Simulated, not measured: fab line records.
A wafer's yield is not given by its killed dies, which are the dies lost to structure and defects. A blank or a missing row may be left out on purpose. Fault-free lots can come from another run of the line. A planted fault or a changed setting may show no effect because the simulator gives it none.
A lot that was struck, set against a sound lot -- flow gf180mcu -- 16 steps out of a route of 602
Sound: these wafers, L825.1, L825.5, L825.6. Struck: wafer L837.5 (left out: L837.1, a lot-mate that was not struck); the cause follows at the end.
Order at every step that has rows: each side's tool, ch and its chambers, its first start. Under that, the readings that differ: sound wafers -- struck wafers -- difference of the means -- sigmas: that difference in standard deviations of wafers without a fault.
alike: same words and numbers on both sides, and readings whose means sit less than 2 such deviations apart. not compared: any withheld reading, any reading some wafer has no value for, any bound like >300 that may hide the same value, and any number with overlapping values for which the record gives no deviation.
Wherever a step has rows on one side only, a row that says differs or no value, or a row with sigmas, the two part there. Numbers that have no deviation but don't overlap get no sigmas and don't part them. A reading missing from all wafers of one side parts the sides only when that side holds two or more wafers.

first, 3 steps without rows for these wafers: GF_M5_EXPOSE_04 (exposes mask Metal5, target cd 280 nm); GF_M5_PEB_05 (peb time 90 s); GF_M5_DEVELOP_06 (develop time 60 s).
GF_M5_CD_MEAS_07: the cd target is 280 nm.
  struck on cd-sem-01, day 31 03:46; sound on cd-sem-01, day 27 14:08
  alike: cd-nm
GF_M5_OVL_MEAS_08:
  struck on overlay-02, day 31 03:53; sound on overlay-01, day 27 14:16
  alike: M5_OVL
GF_M5_ETCH_09: etches Si3N4 in CF4/O2, target depth 52 nm, time 11.6 s.
  sound on rie-diel-02 ch 1,2, day 27 14:18; struck on rie-diel-02 ch 1, day 31 03:55
  alike: drypump-motor-current-A, oes-product-au, throttle-valve-pct
  not compared: rf-hours-counter-h
GF_M5_METAL_ETCH_10: etches the open film in Cl2/BCl3, stops on SiO2, target depth 750.8 nm, time 125.1 s.
  sound on rie-metal-03 ch 1, day 27 14:19; struck on rie-metal-02 ch 0, day 31 03:56
  alike: drypump-motor-current-A, oes-product-au, throttle-valve-pct
  not compared: rf-hours-counter-h
GF_M5_STRIP_11: strips in O2/N2.
  sound on plasma-asher-01 ch 0,1, day 27 14:35; struck on plasma-asher-04 ch 1, day 31 04:08
reading,sound,struck,difference,sigmas
n2-flow-sccm (sccm),300.5 300.4 301.3,298.4,-2.3,-3
  alike: drypump-motor-current-A, heater-power-w, oes-product-au, platen-temp-c, strip-time-to-endpoint-s
  not compared: rf-hours-counter-h
then, 3 steps without rows for these wafers: GF_M5_STRIP_12 (strips in post etch residue remover, time 1200 s); GF_M5_CLEAN_13 (cleans in DIW); GF_V5_CVD_00 (deposits SiO2, target thk 300 nm, time 50 s).
GF_V5_THK_MEAS_01:
  struck on film-metro-02, day 31 04:43; sound on film-metro-02, day 27 15:11
  alike: V5_CVD_00_THK
GF_V5_CVD_02: deposits SiO2 from TEOS, target thk 1450 nm, time 163.28 s.
  sound on pecvd-04 ch 0,1, day 27 15:15; struck on pecvd-02 ch 0, day 31 04:46
reading,sound,struck,difference,sigmas
model.SiO2_of_V5_CVD_02.thk-nm (nm),1418 1441 1451,2291,+854,
  alike: heater-power-w
GF_V5_THK_MEAS_03:
  struck on film-metro-04, day 31 05:06; sound on film-metro-04, day 27 15:25
reading,sound,struck,difference,sigmas
V5_CVD_02_THK (nm),1417 1440 1451,2292,+856,+48
  not compared: hold
GF_V5_CMP_04: polishes SiO2.
  sound on cmp-01 ch 1,2,3, day 27 15:37; struck on cmp-02 ch 2, day 31 06:32
reading,sound,struck,difference,sigmas
hold,- - -,await-dispo/1.0h/release,no value on the sound wafers,
  alike: motor-current-A, platen-rpm, retaining-ring-pressure-frac, slurry-filter-dp-kPa
next, for these wafers, 1 step has no rows: GF_PASSIVATION_PROBE_99.

## WHERE THEY PART
First at GF_M5_STRIP_11; last, within this record, at GF_V5_CMP_04.

WHY: whatever the simulator had introduced
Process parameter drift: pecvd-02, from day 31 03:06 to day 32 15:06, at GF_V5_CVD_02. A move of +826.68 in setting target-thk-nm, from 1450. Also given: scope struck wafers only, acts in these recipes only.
